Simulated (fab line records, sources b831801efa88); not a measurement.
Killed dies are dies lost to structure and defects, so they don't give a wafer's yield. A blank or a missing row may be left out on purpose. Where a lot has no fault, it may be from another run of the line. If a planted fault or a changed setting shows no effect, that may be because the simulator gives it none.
Comparing a struck lot with a sound one + flow sky130 + 15 steps out of a route of 708
Sound: the wafers L593.2, L593.4, L593.5. Wafers struck: L601.1, L601.2, L601.6. The cause is named last.
Order at every step that has rows: each side's tool, ch and its chambers, its first start. Under that, the readings that differ: sound wafers + struck wafers + difference of the means + sigmas: that difference in standard deviations of wafers without a fault.
alike: a reading whose means differ by less than 2 such deviations, as well as words and numbers matching on both sides. not compared: withheld readings; readings where some wafer has no value; bounds like >300 that might hide an equal value; numbers whose values overlap and for which the record gives no deviation.
Wherever a step has rows on one side only, a row that says differs or no value, or a row with sigmas, the two part there. Numbers that have no deviation but don't overlap get no sigmas and don't part them. Lack of a reading on every wafer of one side parts them only where that side has two or more wafers.

first, 2 steps without rows for these wafers: SKY_METAL4_PEB_11; SKY_METAL4_DEVELOP_12 (develop time 60 s).
SKY_METAL4_CD_MEAS_13: the cd target is 300 nm.
  sound: cd-sem-01 at day 41 20:19; struck: cd-sem-01 at day 44 14:20
  alike: cd-nm
SKY_METAL4_OVL_MEAS_14:
  sound: overlay-01 at day 41 20:26; struck: overlay-01 at day 44 14:28
  alike: METAL4_OVL
SKY_METAL4_DESCUM_15: chemistry O2, time 8 s.
  sound on rie-metal-01 ch 0,1, day 41 20:28; struck on rie-metal-04 ch 0,1, day 44 14:29
  alike: drypump-motor-current-A, oes-product-au
  not compared: rf-hours-counter-h
SKY_METAL4_ETCH_16: etches BARC in N2/H2, stops on SiO2, time 88.2 s, target depth 60 nm.
  sound on rie-metal-01 ch 0,1, day 41 20:29; struck on rie-metal-04 ch 0,1, day 44 14:31
  alike: drypump-motor-current-A, h2-flow-sccm, oes-product-au, throttle-valve-pct
  not compared: rf-hours-counter-h
SKY_METAL4_ETCH_17: etches SiO2 in C4F8/O2/Ar, stops on TiN, time 3.9 s, target depth 15 nm.
  sound on rie-diel-04 ch 0,1, day 41 20:35; struck on rie-diel-04 ch 1,3, day 44 14:37
  alike: oes-product-au
  not compared: rf-hours-counter-h
then, 1 step without rows for these wafers: SKY_METAL4_METAL_ETCH_18 (etches the open film in Cl2/BCl3, stops on SiO2, target depth 845 nm, time 183.1 s).
SKY_METAL4_STRIP_19: strips in O2/N2.
  sound on plasma-asher-03 ch 0,1, day 41 20:47; struck on plasma-asher-03 ch 0,1, day 44 14:49
  alike: drypump-motor-current-A, oes-product-au, strip-time-to-endpoint-s
  not compared: rf-hours-counter-h
then, 3 steps without rows for these wafers: SKY_METAL4_STRIP_20 (strips in post etch residue remover, time 1200 s); SKY_METAL4_CLEAN_21 (cleans in IPA, time 180 s); SKY_METAL4_CLEAN_22 (cleans in O3/DIW).
SKY_VIA4_HDPCVD_00: deposits SiO2, target thk 1750 nm, time 291.7 s.
  sound on hdpcvd-02 ch 0,1,2, day 41 21:22; struck on hdpcvd-01 ch 0,1,2, day 44 15:26
| reading                                  | sound             | struck            | difference | sigmas |
|------------------------------------------|-------------------|-------------------|------------|--------|
| run-length-s (s)                         | 320.0 320.3 319.4 | 356.4 355.9 355.4 | +36.0      | +86    |
| model.SiO2_of_VIA4_HDPCVD_00.thk-nm (nm) | 1775 1743 1741    | 1925 1962 1944    | +191       |        |
SKY_VIA4_THK_MEAS_01:
  sound: film-metro-03 at day 41 21:34; struck: film-metro-02 at day 44 15:37
| reading              | sound          | struck         | difference | sigmas |
|----------------------|----------------|----------------|------------|--------|
| VIA4_HDPCVD_THK (nm) | 1775 1743 1739 | 1925 1962 1944 | +191       | +8     |
SKY_VIA4_CMP_02: polishes SiO2.
  sound on cmp-01 ch 0,1,2, day 41 21:43; struck on cmp-02 ch 0,1,3, day 44 15:47
  alike: motor-current-A, retaining-ring-pressure-frac, slurry-flow-ml-min

## WHERE THEY PART
First at SKY_VIA4_HDPCVD_00; last, within this record, at SKY_VIA4_THK_MEAS_01. Later steps at which nothing parts them and some readings are alike: SKY_VIA4_CMP_02.

WHY: the cause the simulator had injected
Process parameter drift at SKY_VIA4_HDPCVD_00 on hdpcvd-01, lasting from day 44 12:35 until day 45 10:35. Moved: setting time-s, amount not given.
